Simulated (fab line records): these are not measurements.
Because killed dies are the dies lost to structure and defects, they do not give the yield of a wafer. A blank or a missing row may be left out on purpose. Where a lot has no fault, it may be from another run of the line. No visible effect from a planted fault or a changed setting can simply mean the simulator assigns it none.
Which of the tools did it?    flow gf180mcu    42 wafers from 14 lots sampled at 3 of the route's 602 steps

## WHAT EACH GAUGE READ, for each wafer
GF_VT_IMPLANT_RS_MEAS_48: measures by four-point-probe.
lot   measured      on             LVPWELL_RS (ohm/sq)
L940  day 8 03:14   film-metro-01  1193 1191 1193
L941  day 8 06:11   film-metro-03  1201 1201 1201
L942  day 8 11:01   film-metro-01  1199 1194 1194
L944  day 9 02:38   film-metro-02  1198 1199 1193
L945  day 9 14:35   film-metro-01  1195 1196 1195
L947  day 10 13:32  film-metro-01  1193 1194 1194
L949  day 10 19:59  film-metro-03  1200 1197 1200
L948  day 10 21:33  film-metro-02  1196 1200 1198
L950  day 11 07:50  film-metro-02  1199 1199 1198
L954  day 12 06:57  film-metro-03  1199 1199 1197
L957  day 12 21:41  film-metro-01  1154 1157 1160
L958  day 13 06:25  film-metro-03  1197 1197 1200
L959  day 13 16:39  film-metro-01  1160 1161 1162
L960  day 13 17:42  film-metro-01  1162 1161 1159

GF_NSD_CD_MEAS_07: the cd target is 400 nm.
lot   measured      on         cd-nm (nm)
L940  day 13 23:56  cd-sem-01  399.6 398.2 397.4
L941  day 14 04:08  cd-sem-02  402.3 399.5 400.9
L942  day 14 17:23  cd-sem-01  402.3 399.5 400.0
L944  day 15 08:19  cd-sem-02  400.4 400.8 401.8
L945  day 15 23:08  cd-sem-02  397.7 400.8 397.8
L947  day 17 02:40  cd-sem-01  401.3 401.1 403.1
L949  day 17 04:21  cd-sem-02  406.3 401.5 404.9
L948  day 17 09:51  cd-sem-02  405.2 402.9 402.5
L950  day 17 23:08  cd-sem-01  402.3 401.8 401.1
L954  day 19 05:01  cd-sem-01  399.0 399.0 399.7
L957  day 19 23:47  cd-sem-02  397.4 396.1 398.7
L958  day 20 08:35  cd-sem-01  401.8 402.8 399.5
L959  day 21 00:16  cd-sem-01  399.6 399.5 402.9
L960  day 21 00:56  cd-sem-02  402.1 400.5 400.2

## EACH LOT AND THE TOOL THAT RAN IT (in order: tool; ch and the chambers of the sampled wafers; start)
lot   GF_LVPWELL_IMPLANT_08
L940  implanter-04 ch 0, day 4 11:02
L941  implanter-04 ch 0, day 4 12:22
L942  implanter-01 ch 0, day 4 17:02
L944  implanter-04 ch 0, day 5 04:53
L945  implanter-01 ch 0, day 5 16:02
L947  implanter-02 ch 0, day 6 09:49
L949  implanter-01 ch 0, day 6 14:19
L948  implanter-04 ch 0, day 6 14:40
L950  implanter-04 ch 0, day 6 23:02
L954  implanter-02 ch 0, day 7 19:10
L957  implanter-01 ch 0, day 8 07:22
L958  implanter-02 ch 0, day 8 13:13
L959  implanter-01 ch 0, day 8 23:16
L960  implanter-01 ch 0, day 9 00:19
- GF_LVPWELL_IMPLANT_08

## WHAT THE TOOLS THEMSELVES READ (means of the sampled wafers that have a number; where no wafer has one, the mark that the record gives instead)
GF_LVPWELL_IMPLANT_08.
lot   tool          beam-energy-keV  dose-ions-cm2  tilt-deg (degrees)
L940  implanter-04  170.03           1.4996e+13     0.009
L941  implanter-04  169.98           1.5011e+13     -0.002
L942  implanter-01  170.03           1.5012e+13     0.024
L944  implanter-04  170.00           1.5021e+13     0.003
L945  implanter-01  170.01           1.4992e+13     -0.006
L947  implanter-02  170.00           1.4986e+13     -0.004
L949  implanter-01  169.97           1.5011e+13     -0.007
L948  implanter-04  170.04           1.4999e+13     0.006
L950  implanter-04  169.92           1.5001e+13     0.023
L954  implanter-02  170.05           1.5000e+13     0.003
L957  implanter-01  198.36           1.5008e+13     0.001
L958  implanter-02  170.01           1.4991e+13     0.017
L959  implanter-01  198.31           1.4985e+13     0.007
L960  implanter-01  198.37           1.5011e+13     0.010

## THE ANSWER, worked out from the rows above alone
Rule: usual is defined by the lots themselves. Put in order of their means at a reading, lots are off if they are a third of the lots or fewer, leave a main group of 4 or more, and stand apart from it by a gap of 3 or more times the standard deviation of the main group's means; of several such gaps the widest counts. Not used: any main group whose means are identical at the precision the tables above print for the reading. Also off: a lot with no number at a reading for which 4 or more lots have one. Any other lot the step has rows for is counted as sound. After the gauges, taken in route order, come the tools' own readings; for these a lot's mean is taken, as printed above. At the first step where some lot is off, the reading lying furthest off is the one used; lots without a number count as furthest.
Off: L957, L959, L960, seen at GF_VT_IMPLANT_RS_MEAS_48 (LVPWELL_RS). Mean 1197 ohm/sq and standard deviation 2.4 in the main group.
If a tool, at a process step before that reading, ran all the lots that are off and no sound lot after the first of them, it fits. The gauges at GF_VT_IMPLANT_RS_MEAS_48 aren't tried: what is off there is off at GF_LVPWELL_IMPLANT_08 too, on other tools, and a gauge's error can't cause that. One candidate fits, namely implanter-01 at GF_LVPWELL_IMPLANT_08. Its last sound lot is L949 (day 6 14:19), its first lot that is off L957 (day 8 07:22): a fault that began between those two fits.
On the lots that are off, the tool's own readings at GF_LVPWELL_IMPLANT_08 differ by more than 5 times the standard deviation of the sound lots' means, which bears it out; beam-energy-keV reads 198.35 there versus 170.00 on the sound lots.

## WHAT THE SIMULATOR HAD PUT IN
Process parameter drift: implanter-01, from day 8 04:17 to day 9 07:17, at GF_LVPWELL_IMPLANT_08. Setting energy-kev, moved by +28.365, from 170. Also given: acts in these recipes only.
Lots struck among those shown: L957, L959, L960. The rule given above showed the same thing.
